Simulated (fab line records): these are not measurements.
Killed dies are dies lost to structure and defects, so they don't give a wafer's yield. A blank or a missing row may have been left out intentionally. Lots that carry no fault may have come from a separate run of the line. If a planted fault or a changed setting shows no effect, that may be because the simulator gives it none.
fab line records	flow sky130
record lots=7	wafers=21	last_day=50
route steps=708 shown CONTACT@413 PAD_OPEN@708
lots untouched by any fault: they come from a run of this same line in which no faults occurred
start_h: the number of hours between the record's first day and the start of the first shown wafer of the lot	wait_h: time in hours since the lot's previous step	" same as the row above	L1.1+2: several wafers, shown together as one row	- value missing, or start not given	* or withheld: withheld	< > ~ a bound
route shown NAME@n: a module of which the file shows steps, and the number in the route of the first	usual: mean and standard deviation over wafers with no fault	same: alike in all rows	chamber/n: place in a boat	sites: each site's reading	_std_site: the values' standard deviation	_edge_site: the outer-site mean with the inner-site mean subtracted	radius_mm: how far each site lies from the wafer's centre	mask NAME#n: copy n	behind: tool/chamber where the wafer was last shaped	hold: why the lot was held/for how many hours/how that ended	device: the transistor (n, p or np) that didn't switch	end of line: the same wafers' tests at the end of the route	step lacking rows: just its recipe	killed: at the first sort, the dies lost to defects and structure; wafer yield is something else	map: a wafer's dies, marking killed ones x, the rest . and places with no die _
set.NAME: the setting as run; set.NAME@STEP: as run at that earlier step	model.NAME: the simulator's own value behind a step, which no gauge read
lots seen at some steps along the route; tables by step, rows by wafer
services: from which hour (start_h, from the record's first day; less than 0 if before it) a tool's chamber was out of use, for how many hours, and why
## steps
# step SKY_CONTACT_HMDS_07
# recipe prime_time_s=60	prime_temp_c=120
# step SKY_CONTACT_COAT_08
# recipe resist=BARC	temp_c=withheld	time_s=withheld	spin_rpm=3000	resist_thk_nm=60
# step SKY_CONTACT_COAT_09
# recipe resist=KrF-thick	spin_rpm=3000	resist_thk_nm=450
# step SKY_CONTACT_SOFTBAKE_10
# recipe temp_c=100	time_s=90	resist=KrF-thick
# step SKY_CONTACT_EXPOSE_11
# recipe mask_id=CTM1	na=0.8	source_shape=annular	sigma_inner=0.55	sigma_outer=0.85	target_cd_nm=170	dose_mj=38
# step SKY_CONTACT_PEB_12
# recipe peb_temp_c=withheld	peb_time_s=withheld	resist=KrF-thick
# step SKY_CONTACT_DEVELOP_13
# recipe develop_time_s=60	resist=KrF-thick	dev_temp_c=19.87
# step SKY_CONTACT_CD_MEAS_14
# recipe target_cd_nm=170
# usual cd_nm=170.2/1.8
lot.wafer	tool	chamber	start_h	wait_h	cd_nm
L339.1	cd_sem-02	-	832.70	-	172.7
L339.4	"	-	"	"	172.4
L339.5	"	-	"	"	172.1
L344.1	cd_sem-02	-	870.50	-	171.9
L344.4	"	-	"	"	171.3
L344.5	"	-	"	"	172.2
L345.1	cd_sem-01	-	884.65	-	168.6
L345.3	"	-	"	"	169.2
L345.6	"	-	"	"	170.8
L346.3	cd_sem-02	-	888.71	-	171.2
L346.4	"	-	"	"	172.0
L346.6	"	-	"	"	171.9
L347.1	cd_sem-01	-	890.35	-	171.0
L347.2	"	-	"	"	170.5
L347.6	"	-	"	"	170.8
L349.4	cd_sem-02	-	905.36	-	169.8
L349.5	"	-	"	"	169.3
L349.6	"	-	"	"	168.7
L350.2	cd_sem-02	-	915.69	-	172.2
L350.3	"	-	"	"	171.9
L350.5	"	-	"	"	171.5
# step SKY_CONTACT_OVL_MEAS_15
# usual CONTACT_OVL=-1/5.2
lot.wafer	tool	chamber	start_h	wait_h	CONTACT_OVL[nm]
L339.1	overlay-02	-	832.82	0.1	1
L339.4	"	-	"	"	2
L339.5	"	-	"	"	-1
L344.1	overlay-01	-	870.62	0.1	-1
L344.4	"	-	"	"	-8
L344.5	"	-	"	"	1
L345.1	overlay-02	-	884.77	0.1	-4
L345.3	"	-	"	"	-16
L345.6	"	-	"	"	-5
L346.3	overlay-01	-	888.80	0.1	3
L346.4	"	-	"	"	-3
L346.6	"	-	"	"	5
L347.1	overlay-01	-	890.47	0.1	4
L347.2	"	-	"	"	1
L347.6	"	-	"	"	4
L349.4	overlay-01	-	905.43	0.1	2
L349.5	"	-	"	"	-1
L349.6	"	-	"	"	-10
L350.2	overlay-01	-	915.79	0.1	0
L350.3	"	-	"	"	6
L350.5	"	-	"	"	0
# step SKY_CONTACT_ETCH_16
# recipe chemistry=N2/H2	target=BARC	ion_energy_ev=200	source_w=500	bias_w=100	pressure_mtorr=30	n2_flow_sccm=100	h2_flow_sccm=200	stop_on=SiO2	time_s=45.9	target_depth_a=600
# usual drypump_motor_current_A=5.6/0.49	oes_product_au=0.854/0.005	throttle_valve_pct=13.224/0.0084
lot.wafer	tool	chamber	start_h	wait_h	drypump_motor_current_A	oes_product_au	rf_hours_counter_h	throttle_valve_pct
L339.1	rie_diel-01	1	832.86	0.0	6.6	0.854	7	13.228
L339.4	"	3	"	"	5.2	0.846	15	13.225
L339.5	"	1	"	"	6.6	0.849	-	13.222
L344.1	rie_diel-02	1	870.65	0.0	5.3	0.852	16	13.237
L344.4	"	2	"	"	5.7	0.846	8	13.243
L344.5	"	3	"	"	5.9	0.856	-	13.224
L345.1	rie_diel-02	0	884.81	0.0	5.6	0.855	20	13.220
L345.3	"	3	"	"	5.9	0.852	4	13.222
L345.6	"	2	"	"	5.7	0.849	-	13.212
L346.3	rie_diel-01	2	888.84	0.0	4.8	0.865	-	13.220
L346.4	"	0	"	"	5.9	0.852	-	13.211
L346.6	"	0	"	"	5.9	0.858	-	13.217
L347.1	rie_diel-04	3	890.51	0.0	6.3	0.863	9	13.212
L347.2	"	1	"	"	5.9	0.856	22	13.223
L347.6	"	1	"	"	5.9	0.857	-	13.214
L349.4	rie_diel-02	1	905.45	0.0	5.3	0.862	17	13.229
L349.5	"	1	"	"	5.3	0.851	-	13.215
L349.6	"	0	"	"	5.6	0.858	-	13.230
L350.2	rie_diel-02	0	915.82	0.0	5.6	0.848	21	13.212
L350.3	"	2	"	"	5.7	0.852	9	13.239
L350.5	"	2	"	"	5.7	0.858	-	13.218
# step SKY_CONTACT_ETCH_17
# recipe target=SiO2	chemistry=C4F8/O2/Ar	stop_on=Si3N4	mask_material=KrF-thick	source_w=1500	bias_w=1200	pressure_mtorr=40	c4f8_flow_sccm=withheld	O2_flow_sccm=6	Ar_flow_sccm=300	time_s=withheld	target_depth_a=3400
# usual oes_product_au=0.892/0.0048
lot.wafer	tool	chamber	start_h	wait_h	oes_product_au
L339.1	rie_diel-01	1	832.90	0.0	0.897
L339.4	"	3	"	"	0.894
L339.5	"	1	"	"	0.891
L344.1	rie_diel-02	1	870.69	0.0	0.890
L344.4	"	2	"	"	0.891
L344.5	"	3	"	"	0.891
L345.1	rie_diel-02	0	884.85	0.0	0.894
L345.3	"	3	"	"	0.887
L345.6	"	2	"	"	0.901
L346.3	rie_diel-01	2	888.91	0.0	0.897
L346.4	"	0	"	"	0.895
L346.6	"	0	"	"	0.881
L347.1	rie_diel-04	3	890.55	0.0	0.888
L347.2	"	1	"	"	0.895
L347.6	"	1	"	"	0.898
L349.4	rie_diel-02	1	905.49	0.0	0.888
L349.5	"	1	"	"	0.893
L349.6	"	0	"	"	0.891
L350.2	rie_diel-02	0	915.86	0.0	0.897
L350.3	"	2	"	"	0.888
L350.5	"	2	"	"	0.894
# step SKY_CONTACT_ETCH_18
# recipe target=Si3N4	chemistry=CHF3/O2	stop_on=TiN	source_w=600	bias_w=200	pressure_mtorr=40	chf3_flow_sccm=50	O2_flow_sccm=5	time_s=39	target_depth_a=750
# usual drypump_motor_current_A=5.6/0.49	oes_product_au=0.854/0.007	throttle_valve_pct=8.794/0.0099
lot.wafer	tool	chamber	start_h	wait_h	drypump_motor_current_A	oes_product_au	rf_hours_counter_h	throttle_valve_pct
L339.1	rie_diel-01	1	-	-	6.6	0.855	7	8.787
L339.4	"	3	"	"	5.2	0.864	15	8.785
L339.5	"	1	"	"	6.6	0.851	-	8.776
L344.1	rie_diel-02	1	-	-	5.3	0.842	16	8.806
L344.4	"	2	"	"	5.7	0.850	8	8.796
L344.5	"	3	"	"	5.9	0.853	-	8.800
L345.1	rie_diel-02	0	-	-	5.5	0.857	20	8.774
L345.3	"	3	"	"	5.9	0.841	4	8.793
L345.6	"	2	"	"	5.7	0.854	-	8.800
L346.3	rie_diel-01	2	-	-	4.8	0.852	-	8.802
L346.4	"	0	"	"	5.9	0.860	-	8.805
L346.6	"	0	"	"	5.9	0.863	-	8.793
L347.1	rie_diel-04	3	-	-	6.3	0.850	9	8.803
L347.2	"	1	"	"	5.9	0.854	22	8.792
L347.6	"	1	"	"	5.9	0.861	-	8.821
L349.4	rie_diel-02	1	-	-	5.2	0.861	17	8.795
L349.5	"	1	"	"	5.3	0.861	-	8.782
L349.6	"	0	"	"	5.5	0.862	-	8.787
L350.2	rie_diel-02	0	-	-	5.6	0.848	21	8.801
L350.3	"	2	"	"	5.7	0.857	10	8.788
L350.5	"	2	"	"	5.7	0.865	-	8.784
# step SKY_CONTACT_STRIP_19
# recipe chemistry=O2/N2	power_w=1400	pressure_mtorr=1500	platen_temp_c=withheld	o2_flow_sccm=3000	n2_flow_sccm=300	overash_fraction=0.5
# usual chamber_pressure_mTorr=1500.1/1.4	drypump_motor_current_A=5.8/0.35	oes_product_au=0.380/0.0049	strip_time_to_endpoint_s=3.612/0.024
lot.wafer	tool	chamber	start_h	wait_h	chamber_pressure_mTorr	drypump_motor_current_A	oes_product_au	rf_hours_counter_h	strip_time_to_endpoint_s	model.KrF-thick_of_CONTACT_COAT_09.thk_nm
L339.1	plasma_asher-02	1	832.99	-	1500.2	6.1	0.378	105	3.597	0
L339.4	"	0	"	"	1501.6	5.6	0.382	-	3.600	0
L339.5	"	0	"	"	1501.0	5.6	0.378	-	3.599	0
L344.1	plasma_asher-02	0	870.78	-	1501.0	5.6	0.378	109	3.608	0
L344.4	"	0	"	"	1499.8	5.6	0.384	-	3.624	0
L344.5	"	0	"	"	1500.9	5.6	0.386	-	3.652	0
L345.1	plasma_asher-02	1	884.94	-	-	-	-	-	-	244.2
L345.3	"	0	"	"	-	-	-	-	-	245.2
L345.6	"	0	"	"	-	-	-	-	-	241.7
L346.3	plasma_asher-04	0	889.05	-	-	-	-	-	-	245.6
L346.4	"	1	"	"	-	-	-	-	-	242.2
L346.6	"	0	"	"	-	-	-	-	-	241.3
L347.1	plasma_asher-04	0	890.64	-	-	-	-	-	-	241.6
L347.2	"	1	"	"	-	-	-	-	-	241.3
L347.6	"	0	"	"	-	-	-	-	-	242.3
L349.4	plasma_asher-02	0	905.62	-	1501.0	5.6	0.373	-	3.601	0
L349.5	"	1	"	"	1500.7	6.1	0.375	-	3.620	0
L349.6	"	0	"	"	1502.6	5.6	0.387	-	3.647	0
L350.2	plasma_asher-03	1	915.96	-	1499.2	5.2	0.385	77	3.620	0
L350.3	"	0	"	"	1498.8	5.3	0.377	-	3.616	0
L350.5	"	1	"	"	1497.7	5.2	0.379	-	3.629	0
# step SKY_CONTACT_STRIP_20
# recipe chemistry=post_etch_residue_remover	time_s=1200	temp_c=72.5
# step SKY_PAD_OPEN_PROBE_99
# usual killed_at_M0_to_M3=43/7.3	killed_at_M4_up=3.4/2.1	killed_at_contacts=24/5.9	killed_at_front_end=14/4	killed_at_other=0.3/0.54	killed_dies=85/10	killed_on_rim=17/3.7	killed_open=46/7.7	killed_short=38/6
# same gross_dies=492	killed_at_back_side=0
lot.wafer	tool	chamber	start_h	wait_h	killed_at_M0_to_M3	killed_at_M4_up	killed_at_contacts	killed_at_front_end	killed_at_other	killed_dies	killed_on_rim	killed_open	killed_short
L345.1	prober-02	-	1192.42	0.1	47	6	423	15	1	492	96	50	41
L345.3	prober-02	-	1192.52	0.2	51	4	426	10	1	492	96	42	47
L345.6	prober-02	-	1192.67	0.2	36	1	436	18	1	492	96	43	36
L346.3	prober-01	-	1196.75	0.2	55	4	420	12	1	492	96	50	50
L346.4	prober-01	-	1196.80	0.2	35	2	444	11	0	492	96	43	29
L346.6	prober-01	-	1196.90	0.2	43	5	424	19	1	492	96	49	43
L347.1	prober-02	-	1197.93	0.1	47	1	424	19	1	492	96	54	38
L347.2	prober-02	-	1197.98	0.1	48	5	423	16	0	492	96	49	44
L347.6	prober-02	-	1198.18	0.2	42	3	438	9	0	492	96	46	40
L349.4	prober-02	-	1206.19	0.2	37	1	25	17	0	80	17	43	37
L349.5	prober-02	-	1206.24	0.2	37	3	23	12	0	75	14	34	41
L349.6	prober-02	-	1206.29	0.2	53	2	27	16	0	98	18	52	44
# killed by level:class
L345.1 CONTACT:area_sputter=401 VIA1:geometric_particle:open=11 CONTACT:geometric_particle:open=10 VIA2:geometric_particle:open=8 VIA3:geometric_particle:open=8 FIELD_ISO:geometric_particle:short=5 LOCAL_INTERCONNECT:geometric_particle:short=5 METAL1:geometric_particle:short=5
L345.3 CONTACT:area_sputter=403 CONTACT:geometric_particle:open=11 VIA3:geometric_particle:open=9 VIA2:geometric_particle:open=7 CONTACT:geometric_particle:short=7 METAL2:geometric_particle:short=6 METAL1:geometric_particle:short=5 VIA1:geometric_particle:open=5
L345.6 CONTACT:area_sputter=411 CONTACT:geometric_particle:open=12 VIA1:geometric_particle:open=11 FIELD_ISO:geometric_particle:short=7 VIA3:geometric_particle:open=6 LI_CONTACT:geometric_particle:open=6 METAL2:geometric_particle:short=4 FIELD_ISO:geometric_particle:open=3
L346.3 CONTACT:area_sputter=391 LI_CONTACT:geometric_particle:open=10 CONTACT:geometric_particle:open=9 VIA2:geometric_particle:open=9 METAL2:geometric_particle:short=8 CONTACT:geometric_particle:short=7 VIA3:geometric_particle:short=6 METAL1:geometric_particle:short=5
L346.4 CONTACT:area_sputter=420 CONTACT:geometric_particle:open=12 VIA1:geometric_particle:open=8 VIA2:geometric_particle:open=6 CONTACT:geometric_particle:short=5 VIA3:geometric_particle:open=4 METAL2:geometric_particle:short=4 POLY_GATE:geometric_particle:open=3
L346.6 CONTACT:area_sputter=400 LI_CONTACT:geometric_particle:open=11 VIA1:geometric_particle:open=7 VIA1:geometric_particle:short=6 VIA2:geometric_particle:short=6 POLY_GATE:geometric_particle:short=5 CONTACT:geometric_particle:open=5 METAL1:geometric_particle:short=5
L347.1 CONTACT:area_sputter=400 VIA1:geometric_particle:open=13 VIA3:geometric_particle:open=9 CONTACT:geometric_particle:open=8 LI_CONTACT:geometric_particle:open=7 FIELD_ISO:geometric_particle:open=6 CONTACT:geometric_particle:short=5 METAL2:geometric_particle:short=5
L347.2 CONTACT:area_sputter=399 CONTACT:geometric_particle:open=11 VIA1:geometric_particle:open=11 LI_CONTACT:geometric_particle:open=7 VIA3:geometric_particle:short=7 VIA3:geometric_particle:open=7 VIA1:geometric_particle:short=6 METAL4:geometric_particle:short=5
L347.6 CONTACT:area_sputter=406 LI_CONTACT:geometric_particle:open=13 VIA1:geometric_particle:open=10 CONTACT:geometric_particle:open=8 METAL2:geometric_particle:short=6 CONTACT:geometric_particle:short=6 VIA2:geometric_particle:open=6 FIELD_ISO:geometric_particle:short=4
L349.4 VIA2:geometric_particle:open=8 POLY_GATE:geometric_particle:open=6 LI_CONTACT:geometric_particle:open=6 VIA2:geometric_particle:short=6 VIA3:geometric_particle:open=6 LOCAL_INTERCONNECT:geometric_particle:short=5 CONTACT:geometric_particle:open=5 FIELD_ISO:geometric_particle:open=4
L349.5 VIA1:geometric_particle:open=8 FIELD_ISO:geometric_particle:short=6 VIA1:geometric_particle:short=6 LI_CONTACT:geometric_particle:open=6 CONTACT:geometric_particle:short=6 VIA2:geometric_particle:open=6 LI_CONTACT:geometric_particle:short=4 METAL2:geometric_particle:short=4
L349.6 VIA1:geometric_particle:open=11 LI_CONTACT:geometric_particle:open=10 VIA2:geometric_particle:open=9 VIA3:geometric_particle:open=8 CONTACT:geometric_particle:open=6 VIA1:geometric_particle:short=6 POLY_GATE:geometric_particle:short=5 METAL1:geometric_particle:short=5
# map L345.1 (x killed, . not)
__________xxxxxxxxxx_________
________xxxxxxxxxxxxxx_______
______xxxxxxxxxxxxxxxxxx_____
_____xxxxxxxxxxxxxxxxxxxx____
____xxxxxxxxxxxxxxxxxxxxxx___
___xxxxxxxxxxxxxxxxxxxxxxxx__
__xxxxxxxxxxxxxxxxxxxxxxxxxx_
_xxxxxxxxxxxxxxxxxxxxxxxxxxxx
_xxxxxxxxxxxxxxxxxxxxxxxxxxxx
_xxxxxxxxxxxxxxxxxxxxxxxxxxxx
_xxxxxxxxxxxxxxxxxxxxxxxxxxxx
_xxxxxxxxxxxxxxxxxxxxxxxxxxxx
_xxxxxxxxxxxxxxxxxxxxxxxxxxxx
_xxxxxxxxxxxxxxxxxxxxxxxxxxxx
_xxxxxxxxxxxxxxxxxxxxxxxxxxxx
__xxxxxxxxxxxxxxxxxxxxxxxxxx_
___xxxxxxxxxxxxxxxxxxxxxxxx__
____xxxxxxxxxxxxxxxxxxxxxx___
_____xxxxxxxxxxxxxxxxxxxx____
______xxxxxxxxxxxxxxxxxx_____
________xxxxxxxxxxxxxx_______
__________xxxxxxxxxx_________
# map L346.3 (x killed, . not)
__________xxxxxxxxxx_________
________xxxxxxxxxxxxxx_______
______xxxxxxxxxxxxxxxxxx_____
_____xxxxxxxxxxxxxxxxxxxx____
____xxxxxxxxxxxxxxxxxxxxxx___
___xxxxxxxxxxxxxxxxxxxxxxxx__
__xxxxxxxxxxxxxxxxxxxxxxxxxx_
_xxxxxxxxxxxxxxxxxxxxxxxxxxxx
_xxxxxxxxxxxxxxxxxxxxxxxxxxxx
_xxxxxxxxxxxxxxxxxxxxxxxxxxxx
_xxxxxxxxxxxxxxxxxxxxxxxxxxxx
_xxxxxxxxxxxxxxxxxxxxxxxxxxxx
_xxxxxxxxxxxxxxxxxxxxxxxxxxxx
_xxxxxxxxxxxxxxxxxxxxxxxxxxxx
_xxxxxxxxxxxxxxxxxxxxxxxxxxxx
__xxxxxxxxxxxxxxxxxxxxxxxxxx_
___xxxxxxxxxxxxxxxxxxxxxxxx__
____xxxxxxxxxxxxxxxxxxxxxx___
_____xxxxxxxxxxxxxxxxxxxx____
______xxxxxxxxxxxxxxxxxx_____
________xxxxxxxxxxxxxx_______
__________xxxxxxxxxx_________
## services
tool	chamber	start_h	hours	kind
rie_diel-04	0	827.98	3.8	repair
plasma_asher-04	-	839.71	0.7	repair
rie_diel-02	-	844.41	1.1	repair
plasma_asher-02	-	864.67	2.8	pm
rie_diel-04	1	878.55	3.7	repair
rie_diel-04	1	883.18	5.4	repair
rie_diel-02	1	884.44	10.2	repair
rie_diel-01	1	885.17	14.6	repair
rie_diel-01	3	887.79	10.2	repair
rie_diel-01	1	904.28	33.7	repair
rie_diel-01	2	908.80	7.6	repair
## key
first_sign step=SKY_CONTACT_STRIP_19	reading=tool_record	direction=missing
effect step=SKY_PAD_OPEN_PROBE_99	reading=killed_at_contacts	direction=up	sigmas=69	usual=24	struck=429
model_effect step=SKY_CONTACT_STRIP_19	value=KrF-thick_of_CONTACT_COAT_09.thk_nm	without=0	struck=242.8
more_kills_born_at SKY_CONTACT_SPUTTER_23@pvd_sputter-02=1215	SKY_CONTACT_SPUTTER_23@pvd_sputter-04=1211	SKY_CONTACT_SPUTTER_23@pvd_sputter-01=1205
met_at SKY_CONTACT_STRIP_19
struck_wafers L345.1,L345.3,L345.6,L346.3,L346.4,L346.6,L347.1,L347.2,L347.6
later_rows_left_out L345.1,L345.3,L345.6,L346.3,L346.4,L346.6,L347.1,L347.2,L347.6
tester_left_out L345,L346,L347
onset_between 870.78 884.94
fault kind=skipped_step_whole	tool=plasma_asher-02,plasma_asher-04	chamber=-	onset_h=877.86	steps=SKY_CONTACT_STRIP_19	scope=struck_lots_only
# tester_left_out: of these lots the tester's yield and bins aren't shown, on N5 and GAA mostly nor the transistor test; their killed dies are dies lost to structure and defects alone, not to doping, threshold or leakage, so they don't give the yield
# later_rows_left_out: the simulator's readings of these wafers behind a module that went badly wrong aren't trusted and aren't shown, but for the sort
